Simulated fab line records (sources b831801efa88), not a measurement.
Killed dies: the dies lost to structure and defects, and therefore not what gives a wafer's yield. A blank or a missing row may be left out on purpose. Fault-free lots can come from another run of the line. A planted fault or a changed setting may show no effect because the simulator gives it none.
fab line records | flow gf180mcu
record lots=12 | wafers=36 | lastDay=34
route steps=602 shown CONTACT@289 M1@316
lots that met no fault: from a run of the same line without faults
startH: the number of hours between the record's first day and the start of the first shown wafer of the lot | waitH: how many hours have passed since the lot's step before this one | " identical to the entry in the row above | L1.1+2: a single row standing in for several wafers | - no value, or no start was given | * or withheld: withheld | < > ~ a bound
route shown NAME@n: names a module that has steps shown in the file, with the first one's number in the route | usual: mean/standard deviation taken from wafers without a fault | same: alike in all rows | chamber/n: place in a boat | sites: per-site readings | _std_site: their standard deviation | _edge_site: inner sites' mean taken away from outer sites' mean | radiusMm: how far each site lies from the wafer's centre | mask NAME#n: copy n | behind: the last tool/chamber to shape the wafer | hold: what put the lot on hold/how long, in hours/how the hold closed | device: transistor that didn't switch, given as n, p or np | end of line: the same wafers' tests at the end of the route | where a step has no rows: the recipe by itself | killed: at the first sort, the dies lost to defects and structure; wafer yield is something else | map: dies across one wafer; x = killed, . = not, _ = none there
set.NAME: the setting as run; set.NAME@STEP: as run at that earlier step | model.NAME: the simulator's own value behind a step, which no gauge read
the route's steps for a sample of lots (tables are steps, rows are wafers)
services: from which hour (startH, from the record's first day; less than 0 if before it) a tool's chamber was out of use, for how many hours, and why
## steps
# step GF_CONTACT_CVD_02
# recipe material=SiO2 | targetThkNm=860 | precursor=TEOS | tempC=400 | timeS=95.992 | rfW=600
# usual heaterPowerW=739/140
lot.wafer | tool     | chamber | startH | waitH | heaterPowerW
L979.3    | pecvd-01 | 1       | 345.01 | 0.0   | 768
L979.5    | "        | 0       | "      | "     | 706
L979.6    | "        | 1       | "      | "     | 619
L982.1    | pecvd-02 | 2       | 371.34 | 0.1   | 863
L982.3    | "        | 1       | "      | "     | 560
L982.6    | "        | 2       | "      | "     | 660
L987.1    | pecvd-03 | 0       | 413.67 | 0.1   | 584
L987.5    | "        | 2       | "      | "     | 551
L987.6    | "        | 1       | "      | "     | 989
L986.2    | pecvd-01 | 1       | 417.58 | 0.0   | 685
L986.5    | "        | 2       | "      | "     | 849
L986.6    | "        | 1       | "      | "     | 744
L990.3    | pecvd-01 | 1       | 452.10 | 0.0   | 754
L990.5    | "        | 1       | "      | "     | 622
L990.6    | "        | 2       | "      | "     | 848
L991.1    | pecvd-02 | 2       | 460.46 | 0.1   | 757
L991.3    | "        | 2       | "      | "     | 802
L991.4    | "        | 1       | "      | "     | 545
L995.2    | pecvd-03 | 2       | 486.78 | 0.0   | 523
L995.4    | "        | 0       | "      | "     | 524
L995.5    | "        | 1       | "      | "     | 856
L996.2    | pecvd-03 | 2       | 497.98 | 0.0   | 603
L996.3    | "        | 1       | "      | "     | 1053
L996.6    | "        | 1       | "      | "     | 1038
L997.1    | pecvd-02 | 1       | 500.05 | 0.1   | 579
L997.3    | "        | 0       | "      | "     | 729
L997.4    | "        | 2       | "      | "     | 808
L999.1    | pecvd-01 | 0       | 519.86 | 0.1   | 773
L999.4    | "        | 1       | "      | "     | 621
L999.6    | "        | 0       | "      | "     | 828
L100.2    | pecvd-03 | 2       | 525.20 | 0.0   | 466
L100.4    | "        | 2       | "      | "     | 513
L100.5    | "        | 1       | "      | "     | 867
L101.2    | pecvd-01 | 2       | 534.09 | 0.0   | 875
L101.4    | "        | 1       | "      | "     | 638
L101.5    | "        | 0       | "      | "     | 859
# step GF_CONTACT_THK_MEAS_03
# recipe reads=SiO2_of_CONTACT_CVD_02
# usual CONTACT_CVD_02_THK=856/11
lot.wafer | tool         | chamber | startH | waitH | CONTACT_CVD_02_THK[nm]
L979.3    | filmMetro-03 | -       | 345.10 | 0.1   | 857
L979.5    | "            | -       | "      | "     | 865
L979.6    | "            | -       | "      | "     | 864
L982.1    | filmMetro-01 | -       | 371.41 | 0.0   | 859
L982.3    | "            | -       | "      | "     | 862
L982.6    | "            | -       | "      | "     | 864
L987.1    | filmMetro-01 | -       | 413.74 | 0.0   | 852
L987.5    | "            | -       | "      | "     | 862
L987.6    | "            | -       | "      | "     | 847
L986.2    | filmMetro-04 | -       | 417.66 | 0.0   | 873
L986.5    | "            | -       | "      | "     | 897
L986.6    | "            | -       | "      | "     | 899
L990.3    | filmMetro-01 | -       | 452.19 | 0.1   | 892
L990.5    | "            | -       | "      | "     | 899
L990.6    | "            | -       | "      | "     | 898
L991.1    | filmMetro-01 | -       | 460.56 | 0.1   | 848
L991.3    | "            | -       | "      | "     | 871
L991.4    | "            | -       | "      | "     | 854
L995.2    | filmMetro-04 | -       | 486.86 | 0.0   | 840
L995.4    | "            | -       | "      | "     | 856
L995.5    | "            | -       | "      | "     | 847
L996.2    | filmMetro-04 | -       | 498.06 | 0.0   | 837
L996.3    | "            | -       | "      | "     | 843
L996.6    | "            | -       | "      | "     | 846
L997.1    | filmMetro-01 | -       | 500.12 | 0.0   | 852
L997.3    | "            | -       | "      | "     | 843
L997.4    | "            | -       | "      | "     | 859
L999.1    | filmMetro-04 | -       | 519.93 | 0.0   | 853
L999.4    | "            | -       | "      | "     | 864
L999.6    | "            | -       | "      | "     | 874
L100.2    | filmMetro-01 | -       | 525.28 | 0.0   | 847
L100.4    | "            | -       | "      | "     | 865
L100.5    | "            | -       | "      | "     | 861
L101.2    | filmMetro-01 | -       | 534.17 | 0.0   | 842
L101.4    | "            | -       | "      | "     | 861
L101.5    | "            | -       | "      | "     | 873
# step GF_CONTACT_CMP_04
# recipe material=SiO2 | downForcePsi=4 | platenRpm=60 | padVelocityMS=0.94248
# usual motorCurrentA=13.1/0.96 | timeToEndpointS=108/4.8
lot.wafer | tool   | chamber | startH | waitH | motorCurrentA | timeToEndpointS
L979.3    | cmp-02 | 2       | 345.14 | 0.0   | 13.6          | 109
L979.6    | "      | 2       | "      | "     | 13.7          | 110
L979.5    | "      | 3       | "      | "     | 14.2          | 109
L982.1    | cmp-01 | 1       | 371.52 | 0.1   | 12.5          | 106
L982.3    | "      | 3       | "      | "     | 12.8          | 109
L982.6    | "      | 0       | "      | "     | 11.1          | 109
L987.1    | cmp-02 | 2       | 413.95 | 0.2   | 13.1          | 108
L987.5    | "      | 3       | "      | "     | 13.3          | 108
L987.6    | "      | 0       | "      | "     | 14.0          | 104
L986.2    | cmp-02 | 0       | 417.76 | 0.1   | 13.1          | 115
L986.5    | "      | 3       | "      | "     | 14.1          | 123
L986.6    | "      | 0       | "      | "     | 13.6          | 125
L990.3    | cmp-01 | 3       | 452.28 | 0.1   | 12.9          | 120
L990.5    | "      | 2       | "      | "     | 11.0          | 125
L990.6    | "      | 3       | "      | "     | 13.0          | 121
L991.1    | cmp-02 | 3       | 460.62 | 0.1   | 14.6          | 104
L991.3    | "      | 1       | "      | "     | 12.3          | 115
L991.4    | "      | 2       | "      | "     | 12.8          | 109
L995.4    | cmp-02 | 3       | 486.96 | 0.1   | 13.5          | 108
L995.2    | "      | 0       | "      | "     | 12.8          | 103
L995.5    | "      | 2       | "      | "     | 13.5          | 107
L996.3    | cmp-02 | 0       | 498.11 | 0.0   | 13.6          | 99
L996.2    | "      | 3       | "      | "     | 13.9          | 98
L996.6    | "      | 0       | "      | "     | 12.8          | 101
L997.4    | cmp-02 | 1       | 500.18 | 0.0   | 12.8          | 110
L997.3    | "      | 2       | "      | "     | 13.0          | 105
L997.1    | "      | 3       | "      | "     | 14.2          | 106
L999.4    | cmp-02 | 0       | 520.04 | 0.1   | 13.9          | 114
L999.1    | "      | 2       | "      | "     | 13.5          | 107
L999.6    | "      | 0       | "      | "     | 13.6          | 115
L100.2    | cmp-02 | 3       | 525.38 | 0.1   | 12.9          | 106
L100.4    | "      | 0       | "      | "     | 13.2          | 110
L100.5    | "      | 2       | "      | "     | 13.6          | 110
L101.2    | cmp-01 | 3       | 534.22 | 0.0   | 12.8          | 100
L101.4    | "      | 0       | "      | "     | 11.4          | 111
L101.5    | "      | 3       | "      | "     | 13.0          | 116
# step GF_CONTACT_THK_MEAS_26
# recipe thkMeasGauge=xrf | reads=W_of_CONTACT_CVD_24
# usual CONTACT_W_THK=303/3.9
lot.wafer | tool         | chamber | startH | waitH | CONTACT_W_THK[nm]
L979.3    | filmMetro-04 | -       | 367.99 | 0.1   | 302
L979.5    | "            | -       | "      | "     | 304
L979.6    | "            | -       | "      | "     | 304
L982.1    | filmMetro-04 | -       | 395.24 | 0.1   | 300
L982.3    | "            | -       | "      | "     | 304
L982.6    | "            | -       | "      | "     | 305
L987.1    | filmMetro-01 | -       | 438.34 | 0.1   | 303
L987.5    | "            | -       | "      | "     | 305
L987.6    | "            | -       | "      | "     | 305
L986.2    | filmMetro-04 | -       | 443.58 | 0.1   | 309
L986.5    | "            | -       | "      | "     | 305
L986.6    | "            | -       | "      | "     | 310
L990.3    | filmMetro-04 | -       | 477.99 | 0.1   | 301
L990.5    | "            | -       | "      | "     | 296
L990.6    | "            | -       | "      | "     | 300
L991.1    | filmMetro-04 | -       | 485.85 | 0.1   | 304
L991.3    | "            | -       | "      | "     | 300
L991.4    | "            | -       | "      | "     | 303
L995.2    | filmMetro-04 | -       | 511.98 | 0.1   | 292
L995.4    | "            | -       | "      | "     | 298
L995.5    | "            | -       | "      | "     | 299
L996.2    | filmMetro-04 | -       | 521.97 | 0.1   | 298
L996.3    | "            | -       | "      | "     | 299
L996.6    | "            | -       | "      | "     | 301
L997.1    | filmMetro-04 | -       | 524.72 | 0.1   | 298
L997.3    | "            | -       | "      | "     | 295
L997.4    | "            | -       | "      | "     | 303
L999.1    | filmMetro-04 | -       | 543.78 | 0.1   | 300
L999.4    | "            | -       | "      | "     | 302
L999.6    | "            | -       | "      | "     | 304
L100.2    | filmMetro-03 | -       | 549.30 | 0.1   | 307
L100.4    | "            | -       | "      | "     | 303
L100.5    | "            | -       | "      | "     | 303
L101.2    | filmMetro-03 | -       | 557.99 | 0.1   | 302
L101.4    | "            | -       | "      | "     | 301
L101.5    | "            | -       | "      | "     | 302
# step GF_CONTACT_CMP_27
# recipe stopOn=SiO2 | downForcePsi=3.5 | platenRpm=60 | tOverpolishS=15 | targetThkNm=0 | padVelocityMS=0.94248
# usual motorCurrentA=11.3/0.96 | overpolishRunS=15.000/0.0089 | timeToEndpointS=71.7/2.2
lot.wafer | tool   | chamber | startH | waitH | motorCurrentA | overpolishRunS | timeToEndpointS
L979.3    | cmp-01 | 3       | 368.03 | 0.0   | 11.9          | 15.011         | 68.6
L979.6    | "      | 3       | "      | "     | 11.5          | 14.995         | 69.0
L979.5    | "      | 0       | "      | "     | 10.2          | 15.002         | 72.3
L982.3    | cmp-01 | 0       | 395.30 | 0.0   | 10.2          | 15.007         | 77.1
L982.1    | "      | 1       | "      | "     | 10.8          | 14.988         | 72.2
L982.6    | "      | 0       | "      | "     | 10.4          | 14.984         | 75.7
L987.1    | cmp-01 | 3       | 438.40 | 0.1   | 11.8          | 14.994         | 71.9
L987.6    | "      | 3       | "      | "     | 11.1          | 14.981         | 69.9
L987.5    | "      | 0       | "      | "     | 10.1          | 15.004         | 73.6
L986.2    | cmp-02 | 3       | 443.78 | 0.2   | 13.3          | 15.008         | 70.2
L986.5    | "      | 0       | "      | "     | 11.9          | 15.016         | 70.4
L986.6    | "      | 1       | "      | "     | 11.5          | 15.001         | 70.2
L990.3    | cmp-02 | 1       | 478.08 | 0.1   | 12.1          | 15.003         | 74.2
L990.5    | "      | 0       | "      | "     | 12.3          | 14.989         | 70.1
L990.6    | "      | 1       | "      | "     | 11.8          | 14.986         | 74.4
L991.1    | cmp-01 | 0       | 485.91 | 0.1   | 10.0          | 14.990         | 70.9
L991.3    | "      | 1       | "      | "     | 10.6          | 15.005         | 69.7
L991.4    | "      | 2       | "      | "     | 10.6          | 14.993         | 69.5
L995.2    | cmp-01 | 3       | 512.03 | 0.0   | 11.6          | 15.011         | 70.6
L995.4    | "      | 0       | "      | "     | 10.8          | 14.990         | 70.3
L995.5    | "      | 0       | "      | "     | 10.7          | 14.998         | 72.6
L996.2    | cmp-02 | 1       | 522.07 | 0.1   | 11.6          | 14.997         | 72.1
L996.3    | "      | 3       | "      | "     | 13.2          | 14.991         | 70.9
L996.6    | "      | 0       | "      | "     | 12.6          | 15.010         | 68.8
L997.1    | cmp-01 | 2       | 524.78 | 0.1   | 9.9           | 14.992         | 69.6
L997.4    | "      | 3       | "      | "     | 12.4          | 14.998         | 69.7
L997.3    | "      | 1       | "      | "     | 11.0          | 14.981         | 68.4
L999.1    | cmp-02 | 2       | 543.90 | 0.1   | 12.3          | 15.009         | 74.3
L999.4    | "      | 0       | "      | "     | 12.2          | 15.005         | 68.8
L999.6    | "      | 2       | "      | "     | 12.2          | 14.997         | 72.4
L100.4    | cmp-02 | 1       | 549.40 | 0.1   | 11.8          | 15.012         | 70.2
L100.2    | "      | 2       | "      | "     | 12.7          | 15.009         | 73.8
L100.5    | "      | 0       | "      | "     | 13.0          | 14.990         | 69.9
L101.4    | cmp-01 | 1       | 558.13 | 0.1   | 10.4          | 15.014         | 70.2
L101.2    | "      | 2       | "      | "     | 10.4          | 14.996         | 70.4
L101.5    | "      | 1       | "      | "     | 11.2          | 14.992         | 71.0
# step GF_M1_SPUTTER_01
# recipe material=TiN | targetThkNm=30 | powerW=6500 | timeS=25 | chamberPressurePa=0.4
# usual cathodeDcPowerW=6499.9/1.2 | throttleValvePct=30.4/0.91
lot.wafer | tool          | chamber | startH | waitH | cathodeDcPowerW | throttleValvePct
L979.3    | pvdSputter-02 | -       | 368.43 | 0.1   | 6500.6          | 31.2
L979.5    | "             | -       | "      | "     | 6499.0          | 31.0
L979.6    | "             | -       | "      | "     | 6500.4          | 29.8
L982.1    | pvdSputter-02 | -       | 395.70 | 0.1   | 6497.9          | 31.0
L982.3    | "             | -       | "      | "     | 6499.4          | 29.2
L982.6    | "             | -       | "      | "     | 6501.0          | 29.4
L987.1    | pvdSputter-03 | -       | 438.80 | 0.1   | 6499.3          | 30.6
L987.5    | "             | -       | "      | "     | 6499.8          | 30.6
L987.6    | "             | -       | "      | "     | 6498.3          | 29.2
L986.2    | pvdSputter-02 | -       | 444.03 | 0.1   | 6497.4          | 29.3
L986.5    | "             | -       | "      | "     | 6498.5          | 31.0
L986.6    | "             | -       | "      | "     | 6499.4          | 29.6
L990.3    | pvdSputter-03 | -       | 478.43 | 0.1   | 6500.7          | 29.1
L990.5    | "             | -       | "      | "     | 6500.5          | 29.3
L990.6    | "             | -       | "      | "     | 6500.6          | 29.4
L991.1    | pvdSputter-02 | -       | 486.31 | 0.1   | 6501.4          | 31.4
L991.3    | "             | -       | "      | "     | 6500.0          | 29.5
L991.4    | "             | -       | "      | "     | 6499.7          | 30.9
L995.2    | pvdSputter-03 | -       | 512.43 | 0.1   | 6498.6          | 30.4
L995.4    | "             | -       | "      | "     | 6499.6          | 29.6
L995.5    | "             | -       | "      | "     | 6499.6          | 29.2
L996.2    | pvdSputter-02 | -       | 522.42 | 0.1   | 6501.0          | 29.5
L996.3    | "             | -       | "      | "     | 6498.3          | 31.1
L996.6    | "             | -       | "      | "     | 6499.7          | 29.4
L997.1    | pvdSputter-03 | -       | 525.18 | 0.1   | 6500.0          | 30.5
L997.3    | "             | -       | "      | "     | 6499.0          | 29.5
L997.4    | "             | -       | "      | "     | 6498.9          | 30.2
L999.1    | pvdSputter-03 | -       | 544.25 | 0.1   | 6499.9          | 30.8
L999.4    | "             | -       | "      | "     | 6499.8          | 30.2
L999.6    | "             | -       | "      | "     | 6499.7          | 29.3
L100.2    | pvdSputter-02 | -       | 549.76 | 0.1   | 6500.3          | 31.0
L100.4    | "             | -       | "      | "     | 6499.4          | 31.0
L100.5    | "             | -       | "      | "     | 6500.7          | 29.4
L101.2    | pvdSputter-03 | -       | 558.48 | 0.1   | 6500.5          | 29.4
L101.4    | "             | -       | "      | "     | 6499.4          | 29.2
L101.5    | "             | -       | "      | "     | 6502.2          | 30.5
## services
tool          | chamber | startH | hours | kind
pecvd-03      | -       | 326.36 | 2.8   | pm
pvdSputter-03 | -       | 349.56 | 4.2   | repair
cmp-02        | -       | 357.05 | 1.8   | repair
cmp-02        | -       | 359.75 | 2.9   | repair
pvdSputter-02 | -       | 380.80 | 0.8   | repair
cmp-02        | -       | 382.59 | 3.6   | pm
cmp-01        | -       | 390.64 | 2.6   | repair
pecvd-03      | -       | 395.63 | 4.6   | repair
pecvd-02      | -       | 396.28 | 2.8   | pm
cmp-01        | -       | 404.00 | 4.0   | pm
cmp-01        | -       | 408.00 | -     | consumableReplace:conditioner
pvdSputter-02 | -       | 428.46 | 3.7   | repair
pecvd-02      | 0       | 456.73 | 27.0  | repair
pecvd-03      | -       | 459.70 | 1.2   | repair
cmp-02        | -       | 468.27 | 1.8   | repair
pvdSputter-02 | -       | 480.82 | 3.8   | repair
cmp-02        | -       | 489.92 | 1.1   | repair
pvdSputter-02 | -       | 527.22 | 1.4   | repair
cmp-02        | -       | 528.55 | 3.5   | repair
pecvd-02      | -       | 531.48 | 2.8   | repair
pecvd-02      | 1       | 535.08 | 22.9  | repair
cmp-02        | -       | 537.57 | 0.9   | repair
cmp-01        | -       | 540.44 | 3.9   | pm
cmp-01        | -       | 555.30 | 1.2   | repair
## key
firstSign step=GF_CONTACT_THK_MEAS_03 | reading=CONTACT_CVD_02_THK | direction=up | sigmas=3.5 | usual=856 | struck=893
effect step=GF_CONTACT_CMP_04 | reading=timeToEndpointS | direction=up | sigmas=2.8 | usual=* | struck=*
metAt GF_CONTACT_CVD_02
struckLots L986,L990
testerLeftOut L986,L990
notActingAt GF_CONTACT_THK_MEAS_26,GF_CONTACT_CMP_27,GF_M1_SPUTTER_01
onsetBetween 345.01 417.58
fault kind=processParameterDrift | tool=pecvd-01 | chamber=- | onsetH=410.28 | steps=GF_CONTACT_CVD_02 | channel=targetThkNm | offset=38.73 | shape=step | endH=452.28 | actsIn=theseRecipesOnly | stated=860
# testerLeftOut: of these lots the tester's yield and bins aren't shown, on N5 and GAA mostly nor the transistor test; their killed dies are dies lost to structure and defects alone, not to doping, threshold or leakage, so they don't give the yield
